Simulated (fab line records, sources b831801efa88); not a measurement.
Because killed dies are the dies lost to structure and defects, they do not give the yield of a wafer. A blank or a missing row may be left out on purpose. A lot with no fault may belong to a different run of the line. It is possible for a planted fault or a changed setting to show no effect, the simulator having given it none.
fab line records -- flow sky130
[record] lots = 5, wafers = 15, last-day = 50
route steps=708 shown PASSIVATION@682 PAD_OPEN@694
lots untouched by any fault: they come from a run of this same line in which no faults occurred
start-h: hours from the record's first day to the start of the lot's first wafer shown -- wait-h: hours elapsed since this lot's preceding step -- " identical to the entry in the row above -- L1.1+2: one row covering several wafers at once -- - no value, or no start was given -- * or withheld: withheld -- < > ~ a bound
route shown NAME@n: a module of which the file shows steps, and the number in the route of the first -- usual: mean/standard deviation of fault-free wafers -- same: alike in all rows -- chamber/n: place in a boat -- sites: each site's reading -- _std_site: the values' standard deviation -- _edge_site: outer sites' mean less inner sites' -- radius-mm: how far each site lies from the wafer's centre -- mask NAME#n: copy n -- behind: the tool/chamber that last shaped the wafer -- hold: the reason the lot was held/the length of the hold in hours/how it ended -- device: the n, p or np transistor that did not switch -- end of line: the same wafers' tests at the end of the route -- where a step has no rows: the recipe by itself -- killed: at the first sort, the dies lost to defects and structure; wafer yield is something else -- map: a wafer's dies, marking killed ones x, the rest . and places with no die _
set.NAME: the setting as run; set.NAME@STEP: as run at that earlier step -- model.NAME: the simulator's own value behind a step, which no gauge read
lots at selected steps of the route; one table per step, one row per wafer
services: from which hour (start-h, from the record's first day; less than 0 if before it) a tool's chamber was out of use, for how many hours, and why
[[steps]]
[step SKY_PASSIVATION_THK_MEAS_01]
[recipe] reads = SiO2_of_PASSIVATION_CVD_00
[usual] PASSIVATION_CVD_00_THK = 89.9/1.2
lot.wafer,tool,chamber,start-h,wait-h,PASSIVATION_CVD_00_THK[nm]
L078.2,film-metro-01,-,1060.33,-,91.1
L078.4,film-metro-01,-,1060.33,-,90.9
L078.5,film-metro-01,-,1060.33,-,91.2
L082.4,film-metro-02,-,1075.73,-,90.7
L082.5,film-metro-02,-,1075.73,-,90.8
L082.6,film-metro-02,-,1075.73,-,89.3
L086.3,film-metro-03,-,1106.33,-,89.5
L086.5,film-metro-03,-,1106.33,-,90.2
L086.6,film-metro-03,-,1106.33,-,90.7
L093.2,film-metro-02,-,1153.06,-,88.8
L093.3,film-metro-02,-,1153.06,-,88.7
L093.6,film-metro-02,-,1153.06,-,90.6
L097.1,film-metro-02,-,1163.49,-,87.6
L097.4,film-metro-02,-,1163.49,-,88.8
L097.6,film-metro-02,-,1163.49,-,88.3
[step SKY_PASSIVATION_CVD_02]
[recipe] material = Si3N4, target-thk-nm = 540, temp-c = 400, time-s = withheld, rf-w = 450
[usual] heater-power-w = 755/80, rf-fwd-power-W = 449.2/1.3
lot.wafer,tool,chamber,start-h,wait-h,heater-power-w,rf-fwd-power-W
L078.2,pecvd-03,0,1060.38,0.0,763,449.8
L078.4,pecvd-03,2,1060.38,0.0,649,447.1
L078.5,pecvd-03,1,1060.38,0.0,604,445.4
L082.4,pecvd-04,1,1075.88,0.1,872,449.2
L082.5,pecvd-04,0,1075.88,0.1,804,449.8
L082.6,pecvd-04,2,1075.88,0.1,817,450.5
L086.3,pecvd-02,1,1106.37,0.0,663,449.7
L086.5,pecvd-02,2,1106.37,0.0,802,448.2
L086.6,pecvd-02,1,1106.37,0.0,692,448.1
L093.2,pecvd-04,2,1153.11,0.0,812,449.6
L093.3,pecvd-04,2,1153.11,0.0,847,449.0
L093.6,pecvd-04,1,1153.11,0.0,923,446.9
L097.1,pecvd-04,0,1163.55,0.1,739,447.1
L097.4,pecvd-04,2,1163.55,0.1,782,449.0
L097.6,pecvd-04,2,1163.55,0.1,814,450.3
[step SKY_PASSIVATION_THK_MEAS_03]
[recipe] reads = Si3N4_of_PASSIVATION_CVD_02
[usual] PASSIVATION_CVD_02_THK = 543/7.1
lot.wafer,tool,chamber,start-h,wait-h,PASSIVATION_CVD_02_THK[nm]
L078.2,film-metro-03,-,1060.61,-,534
L078.4,film-metro-03,-,1060.61,-,550
L078.5,film-metro-03,-,1060.61,-,546
L082.4,film-metro-01,-,1076.02,-,552
L082.5,film-metro-01,-,1076.02,-,553
L082.6,film-metro-01,-,1076.02,-,550
L086.3,film-metro-03,-,1106.61,-,527
L086.5,film-metro-03,-,1106.61,-,536
L086.6,film-metro-03,-,1106.61,-,535
L093.2,film-metro-03,-,1153.46,-,546
L093.3,film-metro-03,-,1153.46,-,547
L093.6,film-metro-03,-,1153.46,-,549
L097.1,film-metro-02,-,1163.88,-,540
L097.4,film-metro-02,-,1163.88,-,548
L097.6,film-metro-02,-,1163.88,-,549
[step SKY_PASSIVATION_DEHYDRATE_04]
[recipe] temp-c = 200, time-s = 60
lot.wafer,tool,chamber,start-h,wait-h
L078.2+4+5,litho-track-03,0,1070.73,10.1
L082.4+5+6,litho-track-03,0,1085.38,9.4
L086.3+5+6,litho-track-02,0,1116.31,9.7
L093.2+3+6,litho-track-02,0,1161.54,8.1
L097.1+4+6,litho-track-02,0,1171.36,7.5
[step SKY_PASSIVATION_HMDS_05]
[recipe] prime-time-s = 60, prime-temp-c = 120
lot.wafer,tool,chamber,start-h,wait-h
L078.2+4+5,litho-track-03,0,1070.88,0.1
L082.4+5+6,litho-track-03,0,1085.53,0.1
L086.3+5+6,litho-track-02,0,1116.46,0.1
L093.2+3+6,litho-track-02,0,1161.69,0.1
L097.1+4+6,litho-track-02,0,1171.51,0.1
[step SKY_PASSIVATION_COAT_06]
[recipe] spin-rpm = 2000, resist-thk-nm = 3000
lot.wafer,tool,chamber,start-h,wait-h
L078.2+4+5,litho-track-03,0,1071.03,0.1
L082.4+5+6,litho-track-03,0,1085.68,0.1
L086.3+5+6,litho-track-02,0,1116.61,0.1
L093.2+3+6,litho-track-02,0,1161.84,0.1
L097.1+4+6,litho-track-02,0,1171.66,0.1
[step SKY_PASSIVATION_SOFTBAKE_07]
[recipe] temp-c = 110, time-s = withheld
lot.wafer,tool,chamber,start-h,wait-h
L078.2+4+5,litho-track-03,0,1071.19,0.1
L082.4+5+6,litho-track-03,0,1085.85,0.1
L086.3+5+6,litho-track-02,0,1116.78,0.1
L093.2+3+6,litho-track-02,0,1162.00,0.1
L097.1+4+6,litho-track-02,0,1171.81,0.1
[step SKY_PASSIVATION_EXPOSE_08]
[recipe] mask-id = NSM, target-cd-nm = 3000, na = 0.57, dose-mj = 260
[usual] focus-offset-nm = 0.0/0.47
lot.wafer,tool,chamber,start-h,wait-h,mask,focus-offset-nm
L078.2,iline-stepper-01,0,-,-,NSM#0,-0.2
L078.4,iline-stepper-01,0,-,-,NSM#0,-0.8
L078.5,iline-stepper-01,0,-,-,NSM#0,-0.6
L082.4,iline-stepper-02,0,-,-,NSM#0,0.4
L082.5,iline-stepper-02,0,-,-,NSM#0,-0.4
L082.6,iline-stepper-02,0,-,-,NSM#0,-0.4
L086.3,iline-stepper-01,0,-,-,NSM#0,1.0
L086.5,iline-stepper-01,0,-,-,NSM#0,0.7
L086.6,iline-stepper-01,0,-,-,NSM#0,-0.1
L093.2,iline-stepper-01,0,-,-,NSM#0,0.6
L093.3,iline-stepper-01,0,-,-,NSM#0,-0.1
L093.6,iline-stepper-01,0,-,-,NSM#0,-0.4
L097.1,iline-stepper-02,0,-,-,NSM#0,-0.6
L097.4,iline-stepper-02,0,-,-,NSM#0,-0.2
L097.6,iline-stepper-02,0,-,-,NSM#0,-0.7
[step SKY_PASSIVATION_PEB_09]
[recipe] temp-c = 115, time-s = withheld
lot.wafer,tool,chamber,start-h,wait-h
L078.2+4+5,litho-track-01,0,-,-
L082.4+5+6,litho-track-02,0,-,-
L086.3+5+6,litho-track-02,0,-,-
L093.2+3+6,litho-track-02,0,-,-
L097.1+4+6,litho-track-01,0,-,-
[step SKY_PASSIVATION_DEVELOP_10]
[recipe] develop-time-s = 60, dev-temp-c = 23
lot.wafer,tool,chamber,start-h,wait-h
L078.2+4+5,litho-track-01,0,-,-
L082.4+5+6,litho-track-02,0,-,-
L086.3+5+6,litho-track-02,0,-,-
L093.2+3+6,litho-track-02,0,-,-
L097.1+4+6,litho-track-01,0,-,-
[step SKY_PASSIVATION_ETCH_11]
[recipe] chemistry = CF4/O2, target-depth-nm = 725, stop-on = AlCu, source-w = 800, bias-w = 150, pressure-mtorr = 150, cf4-flow-sccm = 80, O2_flow_sccm = 10, time-s = 161.1
[usual] drypump-motor-current-A = 5.5/0.35, oes-product-au = 0.979/0.0085, rf-fwd-power-W = 797.2/2.4, throttle-valve-pct = 5.965/0.011
lot.wafer,tool,chamber,start-h,wait-h,drypump-motor-current-A,oes-product-au,rf-fwd-power-W,rf-hours-counter-h,throttle-valve-pct
L078.2,rie-diel-04,2,1081.07,-,5.2,0.968,797.8,12,5.944
L078.4,rie-diel-04,1,1081.07,-,5.3,0.982,799.2,14,5.971
L078.5,rie-diel-04,3,1081.07,-,5.3,0.986,797.0,-,5.969
L082.4,rie-diel-04,2,1096.32,-,5.2,0.995,796.7,-,5.994
L082.5,rie-diel-04,3,1096.32,-,5.3,0.993,800.6,-,5.943
L082.6,rie-diel-04,0,1096.32,-,5.9,0.985,799.0,-,5.969
L086.3,rie-diel-02,2,1126.61,-,6.2,0.969,794.7,16,5.965
L086.5,rie-diel-02,0,1126.61,-,5.0,0.983,797.2,-,5.975
L086.6,rie-diel-02,3,1126.61,-,5.7,0.973,794.9,-,5.963
L093.2,rie-diel-01,2,1170.21,-,5.4,0.987,793.6,21,5.954
L093.3,rie-diel-01,3,1170.21,-,6.2,0.992,801.3,8,5.960
L093.6,rie-diel-01,1,1170.21,-,5.0,0.973,797.0,-,5.959
L097.1,rie-diel-01,1,1179.77,-,5.0,0.958,796.2,14,5.981
L097.4,rie-diel-01,3,1179.77,-,6.2,0.978,797.3,9,5.948
L097.6,rie-diel-01,0,1179.77,-,5.5,0.987,795.7,-,5.963
[step SKY_PASSIVATION_STRIP_12]
[recipe] chemistry = O2/N2, power-w = 1400, pressure-mtorr = 1500, platen-temp-c = withheld, overash-fraction = 0.7, o2-flow-sccm = 3000, n2-flow-sccm = 300
[usual] drypump-motor-current-A = 5.6/0.39, oes-product-au = 0.661/0.0045, strip-time-to-endpoint-s = 31.50/0.16
[same] overash-fraction = 0.7
lot.wafer,tool,chamber,start-h,wait-h,drypump-motor-current-A,oes-product-au,rf-hours-counter-h,strip-time-to-endpoint-s
L078.2,plasma-asher-01,1,1081.18,0.1,5.0,0.668,65,31.32
L078.4,plasma-asher-01,0,1081.18,0.1,5.7,0.664,-,31.54
L078.5,plasma-asher-01,0,1081.18,0.1,5.7,0.659,-,31.26
L082.4,plasma-asher-03,1,1096.40,0.0,5.1,0.662,-,31.57
L082.5,plasma-asher-03,1,1096.40,0.0,5.1,0.655,-,31.29
L082.6,plasma-asher-03,0,1096.40,0.0,6.1,0.659,-,31.56
L086.3,plasma-asher-01,1,1126.75,0.1,5.0,0.655,-,31.52
L086.5,plasma-asher-01,1,1126.75,0.1,4.9,0.664,-,31.37
L086.6,plasma-asher-01,0,1126.75,0.1,5.7,0.664,-,31.57
L093.2,plasma-asher-01,1,1170.32,0.1,5.0,0.667,73,31.68
L093.3,plasma-asher-01,1,1170.32,0.1,4.9,0.664,-,31.65
L093.6,plasma-asher-01,0,1170.32,0.1,5.7,0.657,-,31.88
L097.1,plasma-asher-02,0,1179.88,0.1,5.7,0.662,45,31.84
L097.4,plasma-asher-02,0,1179.88,0.1,5.7,0.649,-,31.70
L097.6,plasma-asher-02,0,1179.88,0.1,5.7,0.657,-,31.56
[step SKY_PAD_OPEN_DEHYDRATE_00]
[recipe] temp-c = 200, time-s = 60
lot.wafer,tool,chamber,start-h,wait-h
L078.2+4+5,litho-track-04,0,1090.94,9.7
L082.4+5+6,litho-track-02,0,1105.89,9.5
L086.3+5+6,litho-track-01,0,1135.72,8.9
L093.2+3+6,litho-track-02,0,1177.84,7.5
L097.1+4+6,litho-track-01,0,1187.02,7.1
[step SKY_PAD_OPEN_HMDS_01]
[recipe] prime-time-s = 60, prime-temp-c = 120
lot.wafer,tool,chamber,start-h,wait-h
L078.2+4+5,litho-track-04,0,1091.09,0.1
L082.4+5+6,litho-track-02,0,1106.04,0.1
L086.3+5+6,litho-track-01,0,1135.87,0.1
L093.2+3+6,litho-track-02,0,1177.99,0.1
L097.1+4+6,litho-track-01,0,1187.17,0.1
[step SKY_PAD_OPEN_COAT_02]
[recipe] spin-rpm = 2000, resist-thk-nm = 3000
lot.wafer,tool,chamber,start-h,wait-h
L078.2+4+5,litho-track-04,0,1091.24,0.1
L082.4+5+6,litho-track-02,0,1106.19,0.1
L086.3+5+6,litho-track-01,0,1136.02,0.1
L093.2+3+6,litho-track-02,0,1178.14,0.1
L097.1+4+6,litho-track-01,0,1187.32,0.1
[step SKY_PAD_OPEN_SOFTBAKE_03]
[recipe] temp-c = 110, time-s = withheld
lot.wafer,tool,chamber,start-h,wait-h
L078.2+4+5,litho-track-04,0,1091.40,0.1
L082.4+5+6,litho-track-02,0,1106.36,0.1
L086.3+5+6,litho-track-01,0,1136.19,0.1
L093.2+3+6,litho-track-02,0,1178.30,0.1
L097.1+4+6,litho-track-01,0,1187.47,0.1
[step SKY_PAD_OPEN_EXPOSE_04]
[recipe] mask-id = PDM, target-cd-nm = 60000, na = 0.57, dose-mj = 260
[usual] focus-offset-nm = 0.0/0.48
lot.wafer,tool,chamber,start-h,wait-h,mask,focus-offset-nm
L078.2,iline-stepper-02,0,-,-,PDM#0,-0.5
L078.4,iline-stepper-02,0,-,-,PDM#0,-0.3
L078.5,iline-stepper-02,0,-,-,PDM#0,-0.3
L082.4,iline-stepper-02,0,-,-,PDM#0,-0.6
L082.5,iline-stepper-02,0,-,-,PDM#0,-0.4
L082.6,iline-stepper-02,0,-,-,PDM#0,-0.3
L086.3,iline-stepper-02,0,-,-,PDM#0,-0.3
L086.5,iline-stepper-02,0,-,-,PDM#0,-0.3
L086.6,iline-stepper-02,0,-,-,PDM#0,-1.1
L093.2,iline-stepper-01,0,-,-,PDM#0,0.5
L093.3,iline-stepper-01,0,-,-,PDM#0,0.4
L093.6,iline-stepper-01,0,-,-,PDM#0,-0.5
L097.1,iline-stepper-02,0,-,-,PDM#0,-0.2
L097.4,iline-stepper-02,0,-,-,PDM#0,-0.4
L097.6,iline-stepper-02,0,-,-,PDM#0,-0.8
[step SKY_PAD_OPEN_PEB_05]
[recipe] temp-c = 115, time-s = withheld
lot.wafer,tool,chamber,start-h,wait-h
L078.2+4+5,litho-track-01,0,-,-
L082.4+5+6,litho-track-02,0,-,-
L086.3+5+6,litho-track-01,0,-,-
L093.2+3+6,litho-track-02,0,-,-
L097.1+4+6,litho-track-02,0,-,-
[step SKY_PAD_OPEN_DEVELOP_06]
[recipe] develop-time-s = 60, dev-temp-c = 23
lot.wafer,tool,chamber,start-h,wait-h
L078.2+4+5,litho-track-01,0,-,-
L082.4+5+6,litho-track-02,0,-,-
L086.3+5+6,litho-track-01,0,-,-
L093.2+3+6,litho-track-02,0,-,-
L097.1+4+6,litho-track-02,0,-,-
[step SKY_PAD_OPEN_ETCH_07]
[recipe] chemistry = CF4/O2, target-depth-nm = 725, stop-on = AlCu, source-w = 800, bias-w = 150, pressure-mtorr = 150, cf4-flow-sccm = 80, O2_flow_sccm = 10, time-s = 161.1
[usual] drypump-motor-current-A = 5.6/0.52, oes-product-au = 0.978/0.008, rf-fwd-power-W = 796.4/2.5, throttle-valve-pct = 5.965/0.0094
lot.wafer,tool,chamber,start-h,wait-h,drypump-motor-current-A,oes-product-au,rf-fwd-power-W,rf-hours-counter-h,throttle-valve-pct
L078.2,rie-diel-03,0,1101.27,-,6.6,0.968,796.9,0,5.946
L078.4,rie-diel-03,2,1101.27,-,5.1,0.986,800.1,17,5.967
L078.5,rie-diel-03,3,1101.27,-,5.5,0.982,795.4,-,5.970
L082.4,rie-diel-03,0,1116.26,-,6.6,0.985,792.7,1,5.964
L082.5,rie-diel-03,3,1116.26,-,5.5,0.990,795.1,-,5.965
L082.6,rie-diel-03,0,1116.26,-,6.6,0.980,794.0,-,5.964
L086.3,rie-diel-01,3,1145.57,-,6.2,0.972,797.5,7,5.976
L086.5,rie-diel-01,3,1145.57,-,6.2,0.979,793.5,-,5.955
L086.6,rie-diel-01,2,1145.57,-,5.5,0.979,791.5,-,5.974
L093.2,rie-diel-02,2,1186.41,-,6.3,0.989,800.1,17,5.961
L093.3,rie-diel-02,3,1186.41,-,5.7,0.971,793.8,22,5.959
L093.6,rie-diel-02,2,1186.41,-,6.2,0.984,796.1,-,5.960
L097.1,rie-diel-01,0,1195.31,-,5.5,0.975,798.6,18,5.954
L097.4,rie-diel-01,1,1195.31,-,5.0,0.956,794.8,14,5.972
L097.6,rie-diel-01,2,1195.31,-,5.5,0.985,793.9,-,5.965
[step SKY_PAD_OPEN_STRIP_08]
[recipe] chemistry = O2/N2, power-w = 1400, pressure-mtorr = 1500, platen-temp-c = withheld, overash-fraction = 0.7, o2-flow-sccm = 3000, n2-flow-sccm = 300
[usual] drypump-motor-current-A = 5.7/0.46, oes-product-au = 0.662/0.0043, strip-time-to-endpoint-s = 37.10/0.11
[same] overash-fraction = 0.7
lot.wafer,tool,chamber,start-h,wait-h,drypump-motor-current-A,oes-product-au,rf-hours-counter-h,strip-time-to-endpoint-s
L078.2,plasma-asher-04,1,1101.38,0.1,5.4,0.664,3,37.16
L078.4,plasma-asher-04,1,1101.38,0.1,5.4,0.663,-,37.19
L078.5,plasma-asher-04,1,1101.38,0.1,5.4,0.668,-,37.17
L082.4,plasma-asher-02,1,1116.40,0.1,5.8,0.655,-,36.86
L082.5,plasma-asher-02,1,1116.40,0.1,5.8,0.658,-,36.92
L082.6,plasma-asher-02,0,1116.40,0.1,5.7,0.665,-,37.02
L086.3,plasma-asher-02,1,1145.71,0.1,5.8,0.665,-,37.12
L086.5,plasma-asher-02,0,1145.71,0.1,5.7,0.658,-,37.10
L086.6,plasma-asher-02,1,1145.71,0.1,5.8,0.664,-,37.21
L093.2,plasma-asher-04,0,1186.52,0.1,6.6,0.667,12,36.96
L093.3,plasma-asher-04,1,1186.52,0.1,5.4,0.657,-,37.17
L093.6,plasma-asher-04,1,1186.52,0.1,5.4,0.656,-,37.15
L097.1,plasma-asher-04,0,1195.42,0.1,6.7,0.661,13,37.16
L097.4,plasma-asher-04,1,1195.42,0.1,5.4,0.664,-,37.05
L097.6,plasma-asher-04,1,1195.42,0.1,5.4,0.661,-,37.10
[step SKY_PAD_OPEN_STRIP_09]
[recipe] chemistry = post-etch-residue-remover, time-s = 1200, temp-c = 72.5
lot.wafer,tool,chamber,start-h,wait-h
L078.2+4+5,wet-bench-02,2,1101.48,0.1
L082.4+5+6,wet-bench-03,2,1116.47,0.0
L086.3+5+6,wet-bench-03,0,1145.78,0.0
L093.2+3+6,wet-bench-03,3,1186.62,0.1
L097.1+4+6,wet-bench-02,3,1195.57,0.1
[step SKY_PAD_OPEN_CLEAN_10]
[recipe] chemistry = IPA, time-s = 180, temp-c = 25
lot.wafer,tool,chamber,start-h,wait-h
L078.2+4+5,wet-bench-04,3,1101.85,0.0
L082.4+5+6,wet-bench-04,0,1116.81,0.0
L086.3+5+6,wet-bench-02,3,1146.12,0.0
L093.2+3+6,wet-bench-03,1,1186.96,0.0
L097.1+4+6,wet-bench-04,2,1196.07,0.2
[step SKY_PAD_OPEN_CLEAN_11]
[recipe] chemistry = O3/DIW, dry = n2-spin
lot.wafer,tool,chamber,start-h,wait-h
L078.2+4+5,wet-bench-03,1,1101.91,0.0
L082.4+5+6,wet-bench-03,3,1116.87,0.0
L086.3+5+6,wet-bench-04,0,1146.18,0.0
L093.2+3+6,wet-bench-04,2,1187.02,0.0
L097.1+4+6,wet-bench-04,0,1196.18,0.1
[step SKY_PAD_OPEN_ANNEAL_12]
[recipe] temp-c = 400, time-s = withheld, ambient = N2/H2, idle-temp-c = 300, ramp-up-c-per-min = 8, ramp-down-c-per-min = 4
[usual] ramp-down-c-per-min = 3.9999/0.00079, tube_center_temp_C_max = 401.03/0.18
lot.wafer,tool,chamber,start-h,wait-h,ramp-down-c-per-min,tube_center_temp_C_max
L078.2,furnace-02,0,1102.00,0.0,3.9997,401.31
L078.4,furnace-02,0,1102.00,0.0,3.9981,400.74
L078.5,furnace-02,0,1102.00,0.0,3.9988,400.95
L082.4,furnace-02,0,1116.97,0.0,3.9992,401.14
L082.5,furnace-02,0,1116.97,0.0,4.0016,401.11
L082.6,furnace-02,0,1116.97,0.0,4.0006,401.14
L086.3,furnace-01,0,1146.27,0.0,4.0001,400.93
L086.5,furnace-01,0,1146.27,0.0,4.0007,401.07
L086.6,furnace-01,0,1146.27,0.0,4.0005,401.05
L093.2,furnace-02,0,1187.11,0.0,4.0002,401.16
L093.3,furnace-02,0,1187.11,0.0,3.9990,400.97
L093.6,furnace-02,0,1187.11,0.0,4.0004,401.01
L097.1,furnace-01,0,1196.28,0.0,4.0001,400.92
L097.4,furnace-01,0,1196.28,0.0,3.9991,401.15
L097.6,furnace-01,0,1196.28,0.0,4.0000,401.00
[step SKY_PAD_OPEN_BOW_MEAS_13]
[recipe] mode = bow
[usual] PAD_OPEN_BOW = 47/9
lot.wafer,tool,chamber,start-h,wait-h,PAD_OPEN_BOW[um]
L078.2,film-metro-04,-,1103.52,-,32
L078.4,film-metro-04,-,1103.52,-,43
L078.5,film-metro-04,-,1103.52,-,28
L082.4,film-metro-04,-,1118.53,-,41
L082.5,film-metro-04,-,1118.53,-,47
L082.6,film-metro-04,-,1118.53,-,60
L086.3,film-metro-04,-,1147.81,-,54
L086.5,film-metro-04,-,1147.81,-,29
L086.6,film-metro-04,-,1147.81,-,47
L093.2,film-metro-01,-,1188.63,-,62
L093.3,film-metro-01,-,1188.63,-,57
L093.6,film-metro-01,-,1188.63,-,63
L097.1,film-metro-02,-,1197.78,-,36
L097.4,film-metro-02,-,1197.78,-,44
L097.6,film-metro-02,-,1197.78,-,36
[step SKY_PAD_OPEN_PROBE_99]
[usual] defect-limited-yield = 82.5/1.9, killed_at_M0_to_M3 = 43/6.6, killed_at_M4_up = 3.0/1.8, killed-at-contacts = 24/5.1, killed-at-front-end = 16/4.5, killed-at-other = 0.3/0.67, killed-dies = 86/9.3, killed-open = 47/6.9, killed-short = 39/6.6, sort_bin_3_pad_short = 0.9/0.41, sort_bin_5_function = 10.4/1.4, sort_bin_6_memory = 6.2/1.1, sort-n-pass = 406/9.3, sort-yield-pct = 82.5/1.9
[same] gross-dies = 492, killed-at-back-side = 0, sort_bin_4_leakage[%] = 0, sort_bin_8_speed[%] = 0
lot.wafer,tool,chamber,start-h,wait-h,defect-limited-yield[%],killed_at_M0_to_M3,killed_at_M4_up,killed-at-contacts,killed-at-front-end,killed-at-other,killed-dies,killed-open,killed-short,sort_bin_3_pad_short[%],sort_bin_5_function[%],sort_bin_6_memory[%],sort-n-pass,sort-yield-pct[%]
L082.4,prober-02,-,1118.74,0.2,85.0,45,1,20,8,0,74,38,36,0,9.1,5.9,418,85.0
L082.5,prober-02,-,1118.79,0.2,79.3,52,8,25,17,0,102,53,49,1.2,12.2,7.3,390,79.3
L082.6,prober-02,-,1118.84,0.2,81.9,53,1,21,14,0,89,49,40,0.4,11.2,6.5,403,81.9
// killed by level:class
L082.4 VIA1:geometric-particle:open=12 METAL2:geometric-particle:short=11 LI_CONTACT:geometric-particle:open=7 VIA2:geometric-particle:open=6 VIA3:geometric-particle:open=5 FIELD_ISO:geometric-particle:short=4 CONTACT:geometric-particle:open=4 LI_CONTACT:geometric-particle:short=3
L082.5 VIA1:geometric-particle:open=19 CONTACT:geometric-particle:open=8 VIA2:geometric-particle:short=7 CONTACT:geometric-particle:short=7 VIA3:geometric-particle:open=7 POLY_GATE:geometric-particle:short=5 METAL4:geometric-particle:short=5 METAL2:geometric-particle:short=5
L082.6 VIA1:geometric-particle:open=13 CONTACT:geometric-particle:open=8 METAL2:geometric-particle:short=8 VIA3:geometric-particle:open=8 VIA1:geometric-particle:short=5 VIA3:geometric-particle:short=5 FIELD_ISO:geometric-particle:short=4 POLY_GATE:geometric-particle:open=4
[[services]]
tool,chamber,start-h,hours,kind
rie-diel-04,3,1050.41,6.7,repair
pecvd-04,-,1053.31,2.7,repair
plasma-asher-04,-,1055.34,9.0,pm
pecvd-04,-,1057.36,0.8,pm
furnace-01,-,1060.14,3.5,pm
wet-bench-02,-,1076.34,0.5,repair
rie-diel-02,2,1078.31,14.8,repair
rie-diel-03,3,1084.54,16.0,repair
rie-diel-04,1,1093.69,4.2,repair
plasma-asher-01,-,1099.29,0.6,repair
furnace-01,-,1100.58,1.2,pm
iline-stepper-01,-,1103.23,2.6,repair
rie-diel-04,-,1122.54,1.3,repair
iline-stepper-01,-,1125.38,1.7,pm
furnace-02,-,1134.57,3.4,pm
furnace-02,-,1137.95,41.8,pm
iline-stepper-02,-,1144.43,3.9,repair
iline-stepper-02,-,1148.38,4.3,pm
rie-diel-02,2,1152.85,4.0,repair
pecvd-04,-,1153.58,0.6,repair
rie-diel-01,2,1154.49,1.6,repair
pecvd-04,-,1156.03,0.6,repair
furnace-02,-,1179.76,3.1,pm
plasma-asher-02,-,1194.04,2.8,pm
[[key]]
fault none
